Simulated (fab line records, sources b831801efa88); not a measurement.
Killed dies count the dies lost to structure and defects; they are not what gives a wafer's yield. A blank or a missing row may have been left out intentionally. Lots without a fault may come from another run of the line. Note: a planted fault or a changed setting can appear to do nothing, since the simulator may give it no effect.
Which of the tools did it? | flow sky130 | Sampling: 12 lots, 36 wafers, 2 of 708 route steps

WHAT EACH GAUGE READ, for each wafer
SKY_CONTACT_CD_MEAS_14: target cd 170 nm.
lot  | measured     | on       | cdNm (nm)
L075 | day 32 00:20 | cdSem-02 | 170.4 171.4 171.8
L077 | day 32 17:41 | cdSem-02 | 169.2 169.4 170.1
L079 | day 33 00:51 | cdSem-02 | 168.0 166.5 165.9
L081 | day 33 14:56 | cdSem-02 | 166.5 167.5 166.9
L083 | day 34 07:15 | cdSem-01 | 167.6 167.9 167.7
L085 | day 35 00:59 | cdSem-01 | 170.6 170.2 169.9
L087 | day 35 12:58 | cdSem-01 | 168.7 168.6 168.2
L089 | day 36 12:02 | cdSem-01 | 167.6 170.5 170.7
L091 | day 37 08:25 | cdSem-02 | 167.7 168.3 167.0
L092 | day 37 14:17 | cdSem-02 | 173.7 174.9 172.1
L095 | day 38 20:05 | cdSem-02 | 169.6 169.6 171.1
L096 | day 39 05:25 | cdSem-02 | 171.7 169.9 170.5

WHICH TOOL RAN EACH LOT (tool, then ch and the chambers of the sampled wafers, then the start)
lot  | SKY_LI_CONTACT_SPUTTER_19
L075 | pvdSputter-04, day 29 14:51
L077 | pvdSputter-02, day 30 08:23
L079 | pvdSputter-04, day 30 16:04
L081 | pvdSputter-02, day 31 07:29
L083 | pvdSputter-01, day 31 22:54
L085 | pvdSputter-02, day 32 18:49
L087 | pvdSputter-04, day 33 05:42
L089 | pvdSputter-02, day 34 05:11
L091 | pvdSputter-02, day 35 02:47
L092 | pvdSputter-02, day 35 08:36
L095 | pvdSputter-02, day 36 14:33
L096 | pvdSputter-01, day 37 00:17
- SKY_LI_CONTACT_SPUTTER_19: material Ti, target thk 20 nm, time 106.37 s.

THE ANSWER, worked out from the rows above alone
Rule: usual is defined by the lots themselves. Put in order of their means at a reading, lots are off if they are a third of the lots or fewer, leave a main group of 4 or more, and stand apart from it by a gap of 3 or more times the standard deviation of the main group's means; of several such gaps the widest counts. If all means in a main group match to the digits the tables above print for the reading, that group is not used. A lot without any number at a reading at which 4 lots or more have one is off too. Any other lot the step has rows for is counted as sound.
Nothing can be told from this: no lot is off at any reading shown.

WHAT HAD BEEN PUT IN BY THE SIMULATOR
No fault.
